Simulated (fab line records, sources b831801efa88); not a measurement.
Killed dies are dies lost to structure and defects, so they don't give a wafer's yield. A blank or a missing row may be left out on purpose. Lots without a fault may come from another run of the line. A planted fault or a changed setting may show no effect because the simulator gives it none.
fab line records | flow gf180mcu
record lots=6 wafers=18 last_day=34
route steps=602 shown V4@496 MIM@503
lots that met no fault: from a run of the same line without faults
start_h: hours from the record's first day to the start of the lot's first wafer shown | wait_h: hours since the lot's step before | " the same as in the row above | L1.1+2: a row that stands for several wafers | - no value, or no start given | * or withheld: withheld | < > ~ a bound
route shown NAME@n: a module of which the file shows steps, and the number in the route of the first | usual: mean/standard deviation of fault-free wafers | same: alike in all rows | chamber/n: place in a boat | sites: the reading at each site | _std_site: their standard deviation | _edge_site: outer sites' mean less inner sites' | radius_mm: how far each site lies from the wafer's centre | mask NAME#n: copy n | behind: the tool/chamber that last shaped the wafer | hold: why the lot was held/for how many hours/how that ended | device: the transistor (n, p or np) that didn't switch | end of line: the same wafers' tests at the end of the route | a step without rows: its recipe alone | killed: dies lost to structure and defects at the first sort, not the wafer's yield | map: a wafer's dies, x killed, . not, _ none there
set.NAME: the setting as run; set.NAME@STEP: as run at that earlier step | model.NAME: the simulator's own value behind a step, which no gauge read
lots at some steps of the route; a table a step, a row a wafer
services: from which hour (start_h, from the record's first day; less than 0 if before it) a tool's chamber was out of use, for how many hours, and why
## steps
# step GF_V4_CLEAN_20
# recipe chemistry=DIW dry=n2_spin
# step GF_V4_SPUTTER_21
# recipe material=Ti target_thk_nm=15 chamber_pressure_pa=5 power_w=2500 substrate_temp_c=200 time_s=80.02
# usual throttle_valve_pct=29.8/0.86
# columns lot.wafer tool chamber start_h wait_h throttle_valve_pct
L897.2 pvd_sputter-02 - 582.63 0.0 29.2
L897.3 " - " " 29.5
L897.4 " - " " 30.8
L898.2 pvd_sputter-04 - 586.69 0.0 29.8
L898.5 " - " " 30.0
L898.6 " - " " 30.4
L902.1 pvd_sputter-01 - 625.77 0.0 29.0
L902.2 " - " " 31.2
L902.4 " - " " 28.6
L908.3 pvd_sputter-01 - 668.19 0.0 31.1
L908.5 " - " " 29.8
L908.6 " - " " 30.8
L909.3 pvd_sputter-01 - 673.22 0.0 31.3
L909.5 " - " " 29.0
L909.6 " - " " 29.6
L918.2 pvd_sputter-02 - 735.56 0.0 30.4
L918.3 " - " " 29.3
L918.4 " - " " 29.8
# step GF_V4_SPUTTER_22
# recipe material=TiN target_thk_nm=10 chamber_pressure_pa=5 power_w=4094 time_s=40
# usual throttle_valve_pct=29.8/0.86
# columns lot.wafer tool chamber start_h wait_h throttle_valve_pct
L897.2 pvd_sputter-02 - 582.70 0.0 29.2
L897.3 " - " " 29.9
L897.4 " - " " 30.4
L898.2 pvd_sputter-04 - 586.75 0.0 29.8
L898.5 " - " " 30.0
L898.6 " - " " 30.4
L902.1 pvd_sputter-01 - 625.83 0.0 28.8
L902.2 " - " " 30.9
L902.4 " - " " 28.5
L908.3 pvd_sputter-01 - 668.25 0.0 30.9
L908.5 " - " " 29.6
L908.6 " - " " 31.1
L909.3 pvd_sputter-01 - 673.28 0.0 31.0
L909.5 " - " " 29.2
L909.6 " - " " 29.6
L918.2 pvd_sputter-02 - 735.63 0.0 30.6
L918.3 " - " " 29.0
L918.4 " - " " 30.1
# step GF_V4_CVD_23
# recipe material=W target_thk_nm=350 time_s=104.9 temp_c=400 pressure_torr=40
# step GF_V4_RS_MEAS_24
# recipe thk_meas_gauge=four-point-probe reads=W_of_V4_CVD_23+TiN_of_V4_SPUTTER_22+Ti_of_V4_SPUTTER_21
# usual V4_W_RS=0.327/0.0047
# columns lot.wafer tool chamber start_h wait_h V4_W_RS[ohm/sq]
L897.2 film_metro-03 - 582.87 0.1 0.328
L897.3 " - " " 0.322
L897.4 " - " " 0.324
L898.2 film_metro-03 - 586.92 0.1 0.331
L898.5 " - " " 0.326
L898.6 " - " " 0.329
L902.1 film_metro-04 - 625.99 0.1 0.327
L902.2 " - " " 0.318
L902.4 " - " " 0.332
L908.3 film_metro-02 - 668.45 0.1 0.331
L908.5 " - " " 0.333
L908.6 " - " " 0.328
L909.3 film_metro-02 - 673.48 0.1 0.327
L909.5 " - " " 0.328
L909.6 " - " " 0.327
L918.2 film_metro-04 - 735.80 0.1 0.320
L918.3 " - " " 0.316
L918.4 " - " " 0.324
# step GF_V4_THK_MEAS_25
# recipe thk_meas_gauge=xrf reads=W_of_V4_CVD_23
# usual V4_W_THK=346/5.1
# columns lot.wafer tool chamber start_h wait_h V4_W_THK[nm]
L897.2 film_metro-03 - 582.98 0.1 344
L897.3 " - " " 354
L897.4 " - " " 349
L898.2 film_metro-03 - 587.03 0.1 344
L898.5 " - " " 347
L898.6 " - " " 345
L902.1 film_metro-04 - 626.11 0.1 346
L902.2 " - " " 355
L902.4 " - " " 340
L908.3 film_metro-02 - 668.55 0.1 340
L908.5 " - " " 338
L908.6 " - " " 343
L909.3 film_metro-02 - 673.58 0.1 350
L909.5 " - " " 346
L909.6 " - " " 348
L918.2 film_metro-04 - 735.91 0.1 349
L918.3 " - " " 356
L918.4 " - " " 349
# step GF_V4_CMP_26
# recipe stop_on=SiO2 down_force_psi=3.5 platen_rpm=60 t_overpolish_s=15 target_thk_nm=0 pad_velocity_m_s=0.94248
# usual motor_current_A=12.2/1.7 overpolish_run_s=15.001/0.0089 time_to_endpoint_s=86/3.8
# same t_overpolish_s=15
# columns lot.wafer tool chamber start_h wait_h motor_current_A overpolish_run_s time_to_endpoint_s
L897.2 cmp-01 3 583.03 0.0 10.4 15.011 87
L897.3 " 0 " " 10.4 14.993 84
L897.4 " 2 " " 8.9 14.993 83
L898.2 cmp-02 3 587.08 0.0 13.6 15.004 83
L898.5 " 3 " " 14.2 14.994 82
L898.6 " 0 " " 14.4 15.015 89
L902.2 cmp-02 1 626.22 0.1 11.6 14.992 90
L902.4 " 2 " " 10.6 15.001 79
L902.1 " 3 " " 13.6 15.004 80
L908.3 cmp-02 1 668.69 0.1 11.7 15.000 89
L908.5 " 3 " " 13.6 15.023 83
L908.6 " 0 " " 13.8 14.995 84
L909.3 cmp-02 0 673.67 0.1 14.2 14.984 89
L909.6 " 3 " " 14.2 14.990 83
L909.5 " 0 " " 14.8 14.995 88
L918.4 cmp-02 1 736.01 0.1 11.4 15.000 88
L918.2 " 2 " " 11.0 15.011 83
L918.3 " 3 " " 13.9 15.000 84
# step GF_MIM_SPUTTER_00
# recipe material=Ti target_thk_nm=37.5 arriving_ion_energy_ev=80 substrate_temp_c=200 chamber_pressure_pa=2 power_w=4000 time_s=150
# usual throttle_valve_pct=30.0/1
# columns lot.wafer tool chamber start_h wait_h throttle_valve_pct
L897.2 pvd_sputter-01 - 583.33 0.2 29.2
L897.3 " - " " 28.8
L897.4 " - " " 29.8
L898.2 pvd_sputter-03 - 587.38 0.2 31.2
L898.5 " - " " 31.3
L898.6 " - " " 29.8
L902.1 pvd_sputter-01 - 626.47 0.1 29.1
L902.2 " - " " 28.8
L902.4 " - " " 31.2
L908.3 pvd_sputter-04 - 668.89 0.1 30.9
L908.5 " - " " 30.4
L908.6 " - " " 28.6
L909.3 pvd_sputter-01 - 673.92 0.2 29.7
L909.5 " - " " 29.9
L909.6 " - " " 31.0
L918.2 pvd_sputter-04 - 736.26 0.1 30.6
L918.3 " - " " 28.6
L918.4 " - " " 31.3
# step GF_MIM_SPUTTER_01
# recipe material=TiN target_thk_nm=30 power_w=6500 time_s=25 chamber_pressure_pa=0.4
# usual throttle_valve_pct=29.9/1
# columns lot.wafer tool chamber start_h wait_h throttle_valve_pct
L897.2 pvd_sputter-01 - 583.43 0.1 28.6
L897.3 " - " " 28.4
L897.4 " - " " 30.1
L898.2 pvd_sputter-03 - 587.48 0.1 31.4
L898.5 " - " " 31.5
L898.6 " - " " 29.9
L902.1 pvd_sputter-01 - 626.58 0.1 28.8
L902.2 " - " " 28.4
L902.4 " - " " 30.9
L908.3 pvd_sputter-04 - 668.99 0.1 30.9
L908.5 " - " " 30.3
L908.6 " - " " 28.3
L909.3 pvd_sputter-01 - 674.02 0.1 29.7
L909.5 " - " " 29.8
L909.6 " - " " 31.0
L918.2 pvd_sputter-04 - 736.36 0.1 30.6
L918.3 " - " " 28.5
L918.4 " - " " 31.2
# step GF_MIM_SPUTTER_02
# recipe material=AlCu target_thk_nm=450 power_w=10600 time_s=23.9 chamber_pressure_pa=0.4
# step GF_MIM_SPUTTER_03
# recipe material=Ti target_thk_nm=10 substrate_temp_c=300 chamber_pressure_pa=0.3 power_w=3000 time_s=6.7
# step GF_MIM_SPUTTER_04
# recipe material=TiN target_thk_nm=50 power_w=6500 time_s=41.7 chamber_pressure_pa=0.4
# step GF_MIM_CVD_05
# recipe material=Si3N4 target_thk_nm=42 temp_max_c=400 temp_c=385 time_s=29.086 rf_w=450
# usual heater_power_outer_w=392/69 heater_power_w=665/88 susceptor_temp_C=384.98/0.21
# columns lot.wafer tool chamber start_h wait_h heater_power_outer_w heater_power_w susceptor_temp_C
L897.2 pecvd-03 2 583.55 0.0 408 621 385.13
L897.3 " 0 " " 386 687 384.74
L897.4 " 2 " " 408 638 385.65
L898.2 pecvd-03 1 587.61 0.0 528 821 384.67
L898.5 " 0 " " 405 708 385.05
L898.6 " 2 " " 430 656 385.04
L902.1 pecvd-04 1 626.71 0.0 481 749 384.92
L902.2 " 2 " " 329 593 384.70
L902.4 " 2 " " 323 596 385.49
L908.3 pecvd-01 1 669.11 0.0 - - -
L908.5 " 1 " " - - -
L908.6 " 2 " " - - -
L909.3 pecvd-03 0 674.16 0.0 - - -
L909.5 " 1 " " - - -
L909.6 " 0 " " - - -
L918.2 pecvd-04 1 736.48 0.0 463 751 385.23
L918.3 " 2 " " 275 530 384.93
L918.4 " 2 " " 278 528 385.02
# step GF_MIM_SPUTTER_07
# recipe material=TiN target_thk_nm=60 power_w=6500 time_s=50 chamber_pressure_pa=0.4
# step GF_MIM_SPUTTER_08
# recipe material=AlCu target_thk_nm=200 power_w=10600 time_s=10.6 chamber_pressure_pa=0.4
# step GF_MIM_SPUTTER_09
# recipe material=TiN target_thk_nm=35 power_w=6500 time_s=29.2 chamber_pressure_pa=0.4
# step GF_MIM_DEHYDRATE_12
# recipe temp_c=200 time_s=60
# step GF_MIM_HMDS_13
# recipe prime_time_s=60 prime_temp_c=120
# step GF_MIM_COAT_14
# recipe resist=NOVOLAK spin_rpm=3000 resist_thk_nm=1000
# step GF_MIM_SOFTBAKE_15
# recipe temp_c=90 time_s=60 resist=NOVOLAK
# step GF_MIM_EXPOSE_16
# recipe mask_id=FuseTop target_cd_nm=2000 na=0.6 source_shape=conventional sigma_outer=0.6 dose_mj=140
# step GF_MIM_PEB_17
# recipe temp_c=withheld time_s=* resist=NOVOLAK
# step GF_MIM_DEVELOP_18
# recipe develop_time_s=60 dev_temp_c=23
# step GF_MIM_METAL_ETCH_19
# recipe chemistry=Cl2/BCl3 mask_material=NOVOLAK stop_on=Si3N4 target_depth_nm=324.5 pressure_mtorr=8 icp_w=800 bias_w=140 Cl2_flow_sccm=80 bcl3_flow_sccm=40 time_s=54.1
# usual drypump_motor_current_A=5.7/0.36 oes_product_au=0.941/0.0064 throttle_valve_pct=28.283/0.01
# columns lot.wafer tool chamber start_h wait_h drypump_motor_current_A oes_product_au rf_hours_counter_h throttle_valve_pct model.etch.depth_nm model.MIM.feature_depth_nm
L897.2 rie_metal-03 0 604.57 0.1 6.0 0.942 11 28.284 293.5 293.5
L897.3 " 1 " " 5.8 0.940 - 28.275 296.2 296.2
L897.4 " 0 " " 6.0 0.941 - 28.284 293.6 293.6
L898.2 rie_metal-03 0 608.21 0.1 6.0 0.940 11 28.278 293.6 293.7
L898.5 " 1 " " 5.7 0.941 - 28.263 298.8 298.8
L898.6 " 0 " " 6.0 0.946 - 28.287 294.8 294.8
L902.1 rie_metal-04 1 647.10 0.1 5.4 0.936 11 28.300 294.1 294.1
L902.2 " 0 " " 6.0 0.946 10 28.275 296 296
L902.4 " 1 " " 5.3 0.953 - 28.291 297 297
L908.3 rie_metal-04 0 688.62 0.1 6.0 1.009 - 28.213 326 326
L908.5 " 0 " " 6.0 1.009 - 28.226 326.5 326.5
L908.6 " 0 " " 6.0 0.997 - 28.209 327.3 327.3
L909.3 rie_metal-04 0 693.62 0.1 6.0 1.001 - 28.245 320.5 320.5
L909.5 " 0 " " 6.0 0.990 - 28.235 322 322
L909.6 " 0 " " 6.0 0.981 - 28.255 317.6 317.6
L918.2 rie_metal-03 0 753.07 0.1 6.0 0.945 - 28.273 295.5 295.5
L918.3 " 0 " " 6.0 0.936 - 28.292 294.3 294.3
L918.4 " 0 " " 6.0 0.944 - 28.280 298.4 298.4
# step GF_MIM_STRIP_20
# recipe chemistry=O2/N2 power_w=1400 pressure_mtorr=1500 platen_temp_c=250 o2_flow_sccm=3000 n2_flow_sccm=300 overash_fraction=0.5
## services
# columns tool chamber start_h hours kind
rie_metal-03 - 560.04 4.3 pm
pecvd-03 1 565.89 6.7 repair
cmp-02 - 568.49 6.4 pm
pecvd-04 - 570.04 0.3 repair
cmp-01 - 572.26 4.0 pm
pvd_sputter-04 - 573.51 2.1 repair
cmp-02 - 576.43 7.8 pm
cmp-02 - 589.71 3.4 repair
pecvd-01 - 591.12 14.0 pm
cmp-01 - 596.90 0.8 repair
rie_metal-03 - 597.38 0.6 repair
pvd_sputter-04 - 604.51 3.5 repair
pvd_sputter-01 - 615.46 2.5 repair
pvd_sputter-02 - 617.70 6.2 repair
rie_metal-04 0 623.44 6.7 repair
pecvd-04 - 640.10 0.8 repair
pecvd-03 - 655.21 1.5 repair
cmp-02 - 665.50 3.0 repair
pvd_sputter-03 - 677.38 1.3 repair
cmp-02 - 678.75 0.5 repair
pecvd-03 0 683.29 6.1 repair
rie_metal-04 1 686.45 9.8 repair
cmp-02 - 744.06 4.0 pm
rie_metal-03 - 752.44 0.5 repair
## key
first_sign step=GF_MIM_CVD_05 reading=tool_record direction=missing
effect step=GF_MIM_METAL_ETCH_19 reading=oes_product_au direction=up sigmas=8.9 usual=0.941 struck=0.998
model_effect step=GF_MIM_METAL_ETCH_19 value=etch.depth_nm without=296.4 struck=323.3
met_at GF_MIM_CVD_05
struck_wafers L908.3,L908.5,L908.6,L909.3,L909.5,L909.6
later_rows_left_out L908.3,L908.5,L908.6,L909.3,L909.5,L909.6
sort_left_out L908.3,L908.5,L908.6,L909.3,L909.5,L909.6
onset_between 587.61 669.11
fault kind=skipped_step_whole tool=pecvd-01,pecvd-03 chamber=- onset_h=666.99 steps=GF_MIM_CVD_05 scope=struck_lots_only
# sort_left_out: the simulated sort isn't trusted on such a fault, so these wafers' sort isn't shown, and their yield isn't known
# later_rows_left_out: the simulator's readings of these wafers behind a module that went badly wrong aren't trusted and aren't shown, but for the sort
